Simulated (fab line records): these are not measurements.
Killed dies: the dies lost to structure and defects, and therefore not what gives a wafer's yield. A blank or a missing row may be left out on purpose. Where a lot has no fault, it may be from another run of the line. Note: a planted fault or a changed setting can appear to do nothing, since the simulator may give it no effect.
Struck lot and sound lot, side by side -- flow sky130 -- 43 steps out of a route of 708
Sound: these wafers, L534.3, L534.4, L534.6. The struck wafers were L552.3, L552.5, L552.6. The cause is given at the end.
Per side, at each step with rows, come the tool, then ch with its chambers, and then its first start. Under that, the readings that differ: sound wafers -- struck wafers -- difference of the means -- sigmas: that difference in standard deviations of wafers without a fault.
alike: readings with means less than 2 such deviations apart, plus words and numbers identical on both sides. not compared: withheld readings, readings lacking a value on some wafer, bounds such as >300 that could conceal the same value, and numbers that have no deviation in the record and whose values overlap.
A row with sigmas, a row that says differs or no value, or rows on one side alone: a step with any of these is where the two part. When numbers do not overlap yet have no deviation, they are printed without sigmas and do not part them. Lack of a reading on every wafer of one side parts them only where that side has two or more wafers.

SKY_POLY_GATE_THK_MEAS_01:
  sound on filmMetro-03, day 14 18:59; struck on filmMetro-03, day 20 19:11
  alike: POLY_GATE_CVD_00_THK
then, 8 steps without rows for these wafers: SKY_RES_PROTECT_DEHYDRATE_00 (time 60 s); SKY_RES_PROTECT_HMDS_01 (prime time 60 s); SKY_RES_PROTECT_COAT_02 (resist thk 1140 nm); SKY_RES_PROTECT_SOFTBAKE_03 (time 60 s); SKY_RES_PROTECT_EXPOSE_04 (exposes mask RPM, target cd 1270 nm); SKY_RES_PROTECT_PEB_05; SKY_RES_PROTECT_DEVELOP_06 (develop time 60 s); SKY_POLY_GATE_IMPLANT_02.
SKY_RES_PROTECT_STRIP_07: strips in O2/N2.
  sound on plasmaAsher-02 ch 0,1, day 15 21:32; struck on plasmaAsher-03 ch 0,1, day 22 01:50
  alike: drypumpMotorCurrentA, oesProductAu, stripTimeToEndpointS
  not compared: rfHoursCounterH
SKY_RES_PROTECT_TW_MEAS_08:
  sound on filmMetro-02, day 15 21:37; struck on filmMetro-04, day 22 01:55
  alike: POLY_GATE_TW
then, 1 step without rows for these wafers: SKY_RES_PROTECT_CLEAN_09 (cleans in SC1/SC2, time 150 s).
SKY_POLY_GATE_CVD_03: deposits Si3N4 from DCS/NH3, target thk 75 nm, time 1290 s.
  sound on lpcvd-02 ch 1, day 15 22:31; struck on lpcvd-02 ch 0, day 22 02:01
SKY_POLY_GATE_THK_MEAS_04:
  sound on filmMetro-04, day 15 23:54; struck on filmMetro-02, day 22 03:23
reading,sound,struck,difference,sigmas
POLY_GATE_CVD_03_THK (nm),75.4 75.3 75.2,74.1 73.9 73.6,-1.4,-2
then, 8 steps without rows for these wafers: SKY_POLY_GATE_DEHYDRATE_05 (time 60 s); SKY_POLY_GATE_HMDS_06 (prime time 60 s); SKY_POLY_GATE_COAT_07 (resist thk 110 nm); SKY_POLY_GATE_COAT_08 (resist thk 450 nm); SKY_POLY_GATE_SOFTBAKE_09 (time 90 s); SKY_POLY_GATE_EXPOSE_10 (exposes mask P1M, target cd 150 nm); SKY_POLY_GATE_PEB_11; SKY_POLY_GATE_DEVELOP_12 (develop time 60 s).
SKY_POLY_GATE_CD_MEAS_13 targets a cd of 150 nm.
  sound on cdSem-02, day 17 02:06; struck on cdSem-01, day 23 09:03
  alike: cdNm
SKY_POLY_GATE_OVL_MEAS_14:
  sound on overlay-02, day 17 02:11; struck on overlay-02, day 23 09:08
  alike: POLY_GATE_OVL
SKY_POLY_GATE_ETCH_15: etches BARC in N2/H2, stops on SiO2, time 118.5 s, target depth 110 nm.
  sound on rieDiel-03 ch 2,3, day 17 02:13; struck on rieDiel-02 ch 0,1, day 23 09:10
  alike: drypumpMotorCurrentA, oesProductAu, throttleValvePct
  not compared: rfHoursCounterH
SKY_POLY_GATE_ETCH_16: etches Si3N4 in CH3F/O2, stops on poly-Si, time 150 s, target depth 75 nm.
  sound on rieDiel-03 ch 2,3, day 17 02:18; struck on rieDiel-02 ch 0,1, day 23 09:15
  alike: drypumpMotorCurrentA, oesProductAu, throttleValvePct
  not compared: rfHoursCounterH
SKY_POLY_GATE_ETCH_17: etches poly-Si in HBr/Cl2, stops on SiO2, target depth 180 nm, time 70.5 s.
  sound on rieSi-01 ch 0,1, day 17 02:24; struck on rieSi-02 ch 0,2, day 23 09:21
  alike: drypumpMotorCurrentA, oesProductAu, throttleValvePct
  not compared: rfHoursCounterH
SKY_POLY_GATE_STRIP_18: strips in O2/N2.
  sound on plasmaAsher-03 ch 0,1, day 17 02:29; struck on plasmaAsher-04 ch 0,1, day 23 09:26
  alike: drypumpMotorCurrentA, oesProductAu, stripTimeToEndpointS
  not compared: rfHoursCounterH
then, 2 steps without rows for these wafers: SKY_POLY_GATE_CLEAN_19 (cleans in SC1/SC2, time 150 s); SKY_POLY_GATE_OXIDATION_20 (stabilise 600 s, purge 300 s, target thk 4 nm).
SKY_POLY_GATE_THK_MEAS_21:
  sound on filmMetro-03, day 17 03:54; struck on filmMetro-03, day 23 10:49
reading,sound,struck,difference,sigmas
POLY_GATE_OXIDATION_THK (nm),3.89 3.91 3.87,4.08 4.05 4.06,+0.17,+2
SKY_POLY_GATE_CD_MEAS_22:
  sound on cdSem-02, day 17 04:00; struck on cdSem-02, day 23 10:55
  alike: cdNm
then, 7 steps without rows for these wafers: SKY_LDD_N_DEHYDRATE_00 (time 60 s); SKY_LDD_N_HMDS_01 (prime time 60 s); SKY_LDD_N_COAT_02 (resist thk 300 nm); SKY_LDD_N_SOFTBAKE_03 (time 60 s); SKY_LDD_N_EXPOSE_04 (exposes mask NTM, target cd 840 nm); SKY_LDD_N_PEB_05; SKY_LDD_N_DEVELOP_06 (develop time 60 s).
SKY_LDD_N_OVL_MEAS_07:
  sound on overlay-02, day 18 08:14; struck on overlay-02, day 24 16:08
  alike: LDD_N_OVL
then, 2 steps without rows for these wafers: SKY_LDD_N_IMPLANT_08; SKY_LDD_N_IMPLANT_09.
-- record jumps: 26 days separate the struck wafers' starts on either side; left off in module LDD_N, taken up again in module PAD_OPEN, whose first shown step is the route's number 708 --
SKY_PAD_OPEN_PROBE_99:
  sound on prober-02, day 46 02:22; struck on prober-02, day 50 08:11
reading,sound,struck,difference,sigmas
killedAtFrontEnd,18 14 21,60 62 61,+43,+9
killedDies,82 78 86,119 117 120,+37,+4
  alike: killed_at_M0_to_M3, killed_at_M4_up, killedAtContacts, killedAtOther, killedOpen, killedShort

## WHERE THEY PART
At SKY_POLY_GATE_THK_MEAS_04 first; at SKY_PAD_OPEN_PROBE_99 last (within this record only).

WHY: the cause the simulator had injected
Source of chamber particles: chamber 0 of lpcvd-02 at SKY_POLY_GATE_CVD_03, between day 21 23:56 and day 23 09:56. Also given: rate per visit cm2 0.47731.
